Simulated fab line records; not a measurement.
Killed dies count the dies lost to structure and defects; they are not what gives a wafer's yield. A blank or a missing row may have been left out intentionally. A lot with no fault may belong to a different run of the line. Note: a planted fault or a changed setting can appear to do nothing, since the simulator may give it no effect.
Shared-tool check || flow gf180mcu || 13 lots and 39 wafers in the sample

== REASON FOR OPENING ==
At GF_HV_LDD_TW_MEAS_38 the reading HV_LDD_3_TW is flagged on 1 of 13 lots. Wafers without a fault read 1440, standard deviation 9.2.
Rule: a lot is flagged in two cases, either no wafer of it has a number, or all its wafers with numbers fall more than 4 standard deviations from that mean. As for the other lots, they are considered sound.

{"lot": "L249", "measured": "day 11 14:26", "on": "film metro-01", "HV_LDD_3_TW, wafer by wafer": "1427 1427 1428", "flag": ""}
{"lot": "L250", "measured": "day 11 21:26", "on": "film metro-01", "HV_LDD_3_TW, wafer by wafer": "1435 1427 1426", "flag": ""}
{"lot": "L252", "measured": "day 12 14:33", "on": "film metro-02", "HV_LDD_3_TW, wafer by wafer": "1440 1447 1446", "flag": ""}
{"lot": "L254", "measured": "day 13 06:32", "on": "film metro-04", "HV_LDD_3_TW, wafer by wafer": "1432 1436 1432", "flag": ""}
{"lot": "L256", "measured": "day 14 00:26", "on": "film metro-04", "HV_LDD_3_TW, wafer by wafer": "30 30 30", "flag": "FLAGGED"}
{"lot": "L257", "measured": "day 14 00:59", "on": "film metro-04", "HV_LDD_3_TW, wafer by wafer": "1443 1447 1446", "flag": ""}
{"lot": "L261", "measured": "day 15 11:11", "on": "film metro-04", "HV_LDD_3_TW, wafer by wafer": "1438 1436 1441", "flag": ""}
{"lot": "L262", "measured": "day 15 18:39", "on": "film metro-01", "HV_LDD_3_TW, wafer by wafer": "1431 1423 1431", "flag": ""}
{"lot": "L263", "measured": "day 16 05:32", "on": "film metro-02", "HV_LDD_3_TW, wafer by wafer": "1456 1453 1454", "flag": ""}
{"lot": "L267", "measured": "day 17 06:56", "on": "film metro-02", "HV_LDD_3_TW, wafer by wafer": "1459 1447 1457", "flag": ""}
{"lot": "L268", "measured": "day 17 18:28", "on": "film metro-01", "HV_LDD_3_TW, wafer by wafer": "1428 1431 1433", "flag": ""}
{"lot": "L270", "measured": "day 18 11:26", "on": "film metro-04", "HV_LDD_3_TW, wafer by wafer": "1445 1449 1448", "flag": ""}
{"lot": "L271", "measured": "day 18 15:15", "on": "film metro-02", "HV_LDD_3_TW, wafer by wafer": "1437 1443 1445", "flag": ""}
The numbers of the flagged lots are 30 on average: -1410 against the usual, or -99 or more standard deviations.

== WHICH TOOL RAN EACH LOT ==
The record holds 1 process step before the reading, out of a route of 602 steps. In each cell: the tool, then ch and the chambers that the sampled wafers went through, then the start.
{"lot": "L249", "flag": "", "GF_HV_LDD_EXPOSE_28": "iline stepper-02 ch 0, day 11 04:20"}
{"lot": "L250", "flag": "", "GF_HV_LDD_EXPOSE_28": "iline stepper-02 ch 0, day 11 11:50"}
{"lot": "L252", "flag": "", "GF_HV_LDD_EXPOSE_28": "iline stepper-01 ch 0, day 12 04:13"}
{"lot": "L254", "flag": "", "GF_HV_LDD_EXPOSE_28": "iline stepper-01 ch 0, day 12 19:51"}
{"lot": "L256", "flag": "FLAGGED", "GF_HV_LDD_EXPOSE_28": "iline stepper-01 ch 0, day 13 13:44"}
{"lot": "L257", "flag": "", "GF_HV_LDD_EXPOSE_28": "iline stepper-01 ch 0, day 13 13:58"}
{"lot": "L261", "flag": "", "GF_HV_LDD_EXPOSE_28": "iline stepper-02 ch 0, day 15 00:09"}
{"lot": "L262", "flag": "", "GF_HV_LDD_EXPOSE_28": "iline stepper-02 ch 0, day 15 07:34"}
{"lot": "L263", "flag": "", "GF_HV_LDD_EXPOSE_28": "iline stepper-02 ch 0, day 15 17:41"}
{"lot": "L267", "flag": "", "GF_HV_LDD_EXPOSE_28": "iline stepper-01 ch 0, day 16 18:59"}
{"lot": "L268", "flag": "", "GF_HV_LDD_EXPOSE_28": "iline stepper-01 ch 0, day 17 06:23"}
{"lot": "L270", "flag": "", "GF_HV_LDD_EXPOSE_28": "iline stepper-01 ch 0, day 17 22:40"}
{"lot": "L271", "flag": "", "GF_HV_LDD_EXPOSE_28": "iline stepper-01 ch 0, day 18 02:31"}
What is done by these steps:
- GF_HV_LDD_EXPOSE_28: exposes mask Nplus HV AREA, target cd 400 nm.
- GF_HV_LDD_TW_MEAS_38

== FLAGGED AGAINST TOTAL, ONE TOOL AT A TIME (gauges that did the reading follow at the end) ==
{"step": "GF_HV_LDD_EXPOSE_28", "tool": "iline stepper-01", "lots run": 8, "flagged": 1, "share of the flagged lots": "all", "sound lots run after its first flagged lot": "5 (L257,L267,L268,L270,L271)"}
{"step": "GF_HV_LDD_EXPOSE_28", "tool": "iline stepper-02", "lots run": 5, "flagged": 0, "share of the flagged lots": "none", "sound lots run after its first flagged lot": "-"}
{"step": "GF_HV_LDD_TW_MEAS_38", "tool": "film metro-01", "lots run": 4, "flagged": 0, "share of the flagged lots": "none", "sound lots run after its first flagged lot": "-"}
{"step": "GF_HV_LDD_TW_MEAS_38", "tool": "film metro-02", "lots run": 4, "flagged": 0, "share of the flagged lots": "none", "sound lots run after its first flagged lot": "-"}
{"step": "GF_HV_LDD_TW_MEAS_38", "tool": "film metro-04", "lots run": 5, "flagged": 1, "share of the flagged lots": "all", "sound lots run after its first flagged lot": "3 (L257,L261,L270)"}

== THE TABLE: WHAT IT ALLOWS ==
Every flagged lot went through 2 rows of the table: iline stepper-01 at GF_HV_LDD_EXPOSE_28 and film metro-04 at GF_HV_LDD_TW_MEAS_38.
- iline stepper-01 at GF_HV_LDD_EXPOSE_28 ran 8 lots, 1 of them flagged. Sound lots ran on it after the first flagged one (L257, L267, L268, L270, L271), which a lasting fault on the whole tool wouldn't allow.
- film metro-04 at GF_HV_LDD_TW_MEAS_38 ran 5 lots, 1 of them flagged. Sound lots ran on it after the first flagged one (L257, L261, L270), which a lasting fault on the whole tool wouldn't allow.
Every row of the table either missed a flagged lot or ran a sound lot after the first.

== WHAT THE SIMULATOR HAD INSERTED ==
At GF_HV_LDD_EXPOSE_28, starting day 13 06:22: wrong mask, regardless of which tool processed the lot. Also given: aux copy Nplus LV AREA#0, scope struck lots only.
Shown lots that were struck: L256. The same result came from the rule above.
